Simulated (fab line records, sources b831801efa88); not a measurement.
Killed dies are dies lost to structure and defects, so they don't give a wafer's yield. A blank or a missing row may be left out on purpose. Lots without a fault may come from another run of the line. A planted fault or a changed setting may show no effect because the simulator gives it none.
Problem report in the 8D (eight disciplines) form, filled by code | flow sfq_line | the parts of the form that need people (team, actions taken, sign-off) are left out

1. THE PROBLEM
run_length_s at SFQ_TRILAYER_I6_DEP_PECVD_165 reads a mean of 116.6 s on 4 wafers of 3 lots; wafers without a fault read 139.2 s with a standard deviation of 0.61. That is -37 standard deviations from the usual mean.
The step: deposits SiO2 from SiH4/N2O, time 111.11 s, target thk 500 nm.
First seen on wafer L113.1, day 58 01:42, on pecvd-01. The record holds 42 wafers of 15 lots with a number at this step. Rule for "out", or "out of limits": more than 4 standard deviations from the usual mean. The other wafers with a number count as sound.

2. WHAT IT IS AND WHAT IT IS NOT
question                    | is                             | is not
which readings at this step | run_length_s                   | heater_power_w
which lots                  | L113, L114, L117               | L110, L111, L122, L123, L124, L126, L127, L128, L129, L130, L132, L133
which wafers of those lots  | L113.1, L113.5, L114.5, L117.1 | L114.3, L117.3
read on which tools         | pecvd-01                       | pecvd-03, pecvd-04
when                        | from day 58 01:42              | up to then (6 sound wafers); but 32 sound wafers of L114, L117, L122, L123, L124, L126, L127, L128, L129, L130, L132, L133 came after

3. SUSPECTS, AND WHAT RULES EACH OUT
Counting: a tool at a process step up to the reading stays a suspect if it ran every lot that is out. Sound lots after the first of them don't rule it out here, since some wafers of a struck lot are sound.
- pecvd-01 at SFQ_TRILAYER_I6_DEP_PECVD_165 (deposits SiO2 from SiH4/N2O, time 111.11 s, target thk 500 nm): kept. It ran every lot that is out, first L113 (day 58 01:42); its last sound lot up to then is L111 (day 57 22:07). Its own readings are out on those wafers: run_length_s.
Left after counting: pecvd-01 at SFQ_TRILAYER_I6_DEP_PECVD_165.

4. THE CAUSE (what the simulator had put in)
Process parameter drift: pecvd-01, from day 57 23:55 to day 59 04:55, at SFQ_TRILAYER_I6_DEP_PECVD_165. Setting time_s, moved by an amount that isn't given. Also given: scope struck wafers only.
Counting left only this tool.

5. THE CHAIN OF EFFECTS, in route order
Each row: a reading whose mean over the struck wafers that have a number lies more than 3 standard deviations from the usual. Only readings for which the record gives a usual standard deviation are gone through. hours: the time from each lot's start at the first step in this table that gives one to its start at this step, as a median over the lots. sigmas: the change in usual standard deviations.
hours | step                          | reading            | usual   | on struck wafers | change | sigmas
0     | SFQ_TRILAYER_I6_DEP_PECVD_165 | run_length_s       | 139.2 s | 116.6            | -22.6  | -37
15    | SFQ_TRILAYER_I6_CMP_CMP_166   | time_to_endpoint_s | 215 s   | 142              | -73    | -9.3
The process steps in it:
- SFQ_TRILAYER_I6_DEP_PECVD_165: deposits SiO2 from SiH4/N2O, time 111.11 s, target thk 500 nm.
- SFQ_TRILAYER_I6_CMP_CMP_166: polishes SiO2.
Readings that are blank on the struck wafers while sound wafers have them: susceptor_temp_C at SFQ_TRILAYER_I6_DEP_PECVD_165.

6. WHAT WOULD HAVE CAUGHT IT SOONER
In this record the first reading out of limits was taken at day 58 01:42, 2 hours after the fault began at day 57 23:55.
